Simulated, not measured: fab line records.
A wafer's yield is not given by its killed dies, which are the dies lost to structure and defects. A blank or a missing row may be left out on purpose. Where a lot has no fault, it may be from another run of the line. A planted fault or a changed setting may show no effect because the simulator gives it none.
Which tool did it? ; flow sky130 ; 13 lots with 39 wafers sampled at 3 steps, on a route of 708 steps

WHAT EACH GAUGE READ, for each wafer
Not one reading of a measure or inspect step in the record can be checked against a usual standard deviation.

WHAT TOOL EACH LOT RAN ON (gives the tool, then ch and the chambers of the sampled wafers, and finally the start)
lot;SKY_METAL3_METAL_ETCH_18;SKY_METAL3_STRIP_19;SKY_PAD_OPEN_PROBE_99
L630;rie_metal-03 ch 0,1, day 38 09:55;plasma_asher-04 ch 0,1, day 38 10:05;-
L631;rie_metal-03 ch 0,1, day 39 03:53;plasma_asher-04 ch 0,1, day 39 04:04;prober-02, day 46 06:37
L633;rie_metal-01 ch 0,1, day 39 08:11;plasma_asher-02 ch 0,1, day 39 08:22;-
L634;rie_metal-01 ch 0,1, day 39 21:05;plasma_asher-04 ch 1, day 39 21:16;-
L635;rie_metal-04 ch 0,1, day 39 22:40;plasma_asher-02 ch 0,1, day 39 22:50;prober-01, day 46 21:23
L639;rie_metal-04 ch 0,1, day 40 21:50;plasma_asher-04 ch 0,1, day 40 22:01;prober-01, day 47 14:45
L640;rie_metal-04 ch 0,1, day 41 10:43;plasma_asher-03 ch 0,1, day 41 10:53;prober-02, day 48 03:43
L646;rie_metal-03 ch 0,1, day 44 04:38;plasma_asher-02 ch 0,1, day 44 04:49;prober-02, day 50 09:50
L644;rie_metal-01 ch 0,1, day 44 06:34;plasma_asher-02 ch 0,1, day 44 06:44;-
L649;rie_metal-03 ch 0,1, day 44 06:48;plasma_asher-03 ch 0,1, day 44 06:59;-
L648;rie_metal-03 ch 0,1, day 44 07:43;plasma_asher-03 ch 0,1, day 44 07:53;-
L647;rie_metal-01 ch 0,1, day 44 07:50;plasma_asher-04 ch 0,1, day 44 08:01;prober-02, day 50 14:47
L653;rie_metal-03 ch 1, day 44 17:28;plasma_asher-02 ch 0, day 44 17:38;prober-02, day 50 17:50
- SKY_METAL3_METAL_ETCH_18: etches the open film in Cl2/BCl3, stops on SiO2, target depth 845 nm, time 183.1 s.
- SKY_METAL3_STRIP_19: strips in O2/N2.
- SKY_PAD_OPEN_PROBE_99

WHAT THE TOOLS THEMSELVES READ (means of the sampled wafers that have a number; where no wafer has one, the mark that the record gives instead)
SKY_METAL3_METAL_ETCH_18.
lot;tool;drypump_motor_current_A (A);he_backside_leak_sccm (sccm);oes_product_au (a.u.);run_length_s (s);throttle_valve_pct (%)
L630;rie_metal-03;5.7;3.34;0.863;211.2;22.268
L631;rie_metal-03;5.4;3.07;0.861;211.7;22.257
L633;rie_metal-01;6.4;3.14;0.863;211.2;22.271
L634;rie_metal-01;6.4;3.14;0.868;211.6;22.262
L635;rie_metal-04;5.7;3.41;0.865;211.3;22.262
L639;rie_metal-04;5.5;3.45;0.838;222.3;22.259
L640;rie_metal-04;5.7;3.35;0.811;233.5;22.265
L646;rie_metal-03;5.4;3.41;0.863;211.5;22.267
L644;rie_metal-01;6.4;3.12;0.857;211.5;22.268
L649;rie_metal-03;5.4;3.12;0.863;211.3;22.265
L648;rie_metal-03;5.4;3.32;0.870;211.3;22.268
L647;rie_metal-01;6.4;3.29;0.862;211.4;22.267
L653;rie_metal-03;5.1;3.28;0.865;211.4;22.273

SKY_METAL3_STRIP_19.
lot;tool;drypump_motor_current_A (A);n2_flow_sccm (sccm);oes_product_au (a.u.);strip_time_to_endpoint_s (s)
L630;plasma_asher-04;5.51;300.2;0.504;6.52
L631;plasma_asher-04;5.53;299.4;0.499;6.49
L633;plasma_asher-02;5.94;300.6;0.504;6.56
L634;plasma_asher-04;5.67;299.5;0.501;6.59
L635;plasma_asher-02;5.88;299.2;0.497;6.51
L639;plasma_asher-04;5.59;300.5;0.491;6.24
L640;plasma_asher-03;5.28;299.6;0.482;6.03
L646;plasma_asher-02;5.88;299.3;0.507;6.57
L644;plasma_asher-02;5.88;299.7;0.507;6.58
L649;plasma_asher-03;5.36;300.2;0.502;6.59
L648;plasma_asher-03;5.27;299.9;0.503;6.56
L647;plasma_asher-04;5.49;300.1;0.501;6.51
L653;plasma_asher-02;5.98;299.4;0.500;6.49

SKY_PAD_OPEN_PROBE_99.
lot;tool;defect_limited_yield (%);killed_at_M0_to_M3;killed_at_M4_up;killed_at_contacts;killed_at_front_end;killed_at_other;killed_dies;killed_on_rim;killed_open;killed_short;sort_bin_3_pad_short (%);sort_bin_5_function (%);sort_bin_6_memory (%);sort_n_pass;sort_yield_pct (%)
L631;prober-02;81.0;51;2.7;24;16;0.0;93;21;48;45;0.5;11.5;6.9;399;81.0
L635;prober-01;82.2;45;2.0;30;11;0.0;88;15;49;38;1.3;10.2;6.4;404;82.2
L639;prober-01;82.3;49;3.3;21;14;0.3;87;17;51;36;0.9;8.9;7.8;405;82.3
L640;prober-02;82.1;47;3.0;21;16;0.0;88;15;48;40;0.9;10.1;6.9;404;82.1
L646;prober-02;82.0;44;2.0;26;16;0.3;89;15;47;42;1.0;10.7;6.3;403;82.0
L647;prober-02;84.1;49;2.3;17;9;0.7;78;16;40;38;0.8;9.2;5.9;414;84.1
L653;prober-02;82.1;46;2.0;23;16;0.7;88;16;49;38;0.5;10.8;6.5;404;82.1

THE ANSWER, worked out from the rows above alone
Rule: the usual values come from the lots themselves. The widest of any qualifying gaps counts: lots, ordered by their means at a reading, are off when they make up no more than a third of the lots, leave a main group of 4 or more, and stand apart from it by 3 or more times the standard deviation of that group's means. The tables above print the reading to a certain number of digits; a main group whose means all agree to those digits is not used. Also off: a lot with no number at a reading for which 4 or more lots have one. All remaining lots with rows at the step are treated as sound. First the gauges in route order, then the tools' own readings, where a lot's mean is used as printed above. At the first step where some lot is off, the reading lying furthest off is the one used; lots without a number count as furthest.
Off, at SKY_METAL3_METAL_ETCH_18 on run_length_s: L639, L640. Mean 211.4 s and standard deviation 0.15 in the main group.
If a tool, at that step or one of the process steps before it, ran each lot that is off and ran no sound lot following the first of them, it fits. One candidate fits, namely rie_metal-04 at SKY_METAL3_METAL_ETCH_18. A fault onset in the window from L635 (day 39 22:40, its last sound lot) to L639 (day 40 21:50, its first lot off) fits.
The tool's own readings at SKY_METAL3_METAL_ETCH_18 bear it out: on the lots that are off they differ by more than 5 times the standard deviation of the sound lots' means. oes_product_au reads 0.825 a.u. there against 0.864 a.u. on the sound lots; run_length_s reads 227.9 s there against 211.4 s on the sound lots.

WHAT THE SIMULATOR PUT IN
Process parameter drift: rie_metal-04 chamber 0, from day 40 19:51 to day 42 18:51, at SKY_METAL3_METAL_ETCH_18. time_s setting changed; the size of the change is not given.
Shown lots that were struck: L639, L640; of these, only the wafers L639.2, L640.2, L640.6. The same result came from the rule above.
